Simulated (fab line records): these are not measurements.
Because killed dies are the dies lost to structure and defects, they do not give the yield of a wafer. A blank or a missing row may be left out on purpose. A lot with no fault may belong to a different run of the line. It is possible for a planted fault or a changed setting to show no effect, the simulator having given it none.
Matching of chambers	flow sfq_line	4 sister chambers for SFQ_TRILAYER_I3_CMP_CMP_082 on cmp-01
The step polishes SiO2. 8 wafers are shown with their chamber, then 7 later ones without.

WAFERS PAIRED WITH THEIR CHAMBERS
wafer	chamber	motor_current_A (A)	time_to_endpoint_s (s)
L292.1	3	10.7	207
L292.2	2	10.4	214
L292.4	0	8.8	222
L303.4	0	8.8	211
L303.1	3	10.9	202
L303.5	1	11.0	223
L307.1	2	10.8	201
L307.3	1	11.0	208

WAFERS MISSING THEIR CHAMBER
wafer	motor_current_A (A)	time_to_endpoint_s (s)
L307.6	10.5	204
L308.1	10.1	189
L308.4	10.4	201
L308.3	10.7	212
L309.2	10.2	216
L309.4	11.1	213
L309.5	10.5	217

WHICH CHAMBER EACH ONE RAN IN
wafer	from the rows above	in truth
L307.6	can't be placed: 2 or 3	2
L308.1	can't be placed: 2 or 3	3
L308.4	can't be placed: 2 or 3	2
L308.3	can't be placed: 2 or 3 or 1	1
L309.2	can't be placed: 2 or 3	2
L309.4	can't be placed: 1 or 3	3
L309.5	can't be placed: 2 or 3 or 1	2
Correctly placed: 0 of 7. Can't be placed from these rows: 7 (the true chamber is among the candidates in 7). Wrongly placed: 0.
How it was worked out, from the rows above alone: a wafer's distance from a chamber is the root of the sum, over the readings, of the square of ((its reading less the chamber's mean) divided by the reading's scatter). If the next closest chamber is less than 2 further off than the closest, the wafer can't be placed; otherwise it belongs to the closest. For every chamber, the mean is computed from those of its wafers that are shown. The scatter is the square root of a quotient: the sum, over the shown wafers, of each reading's squared deviation from its chamber's mean, divided by wafers minus chambers.
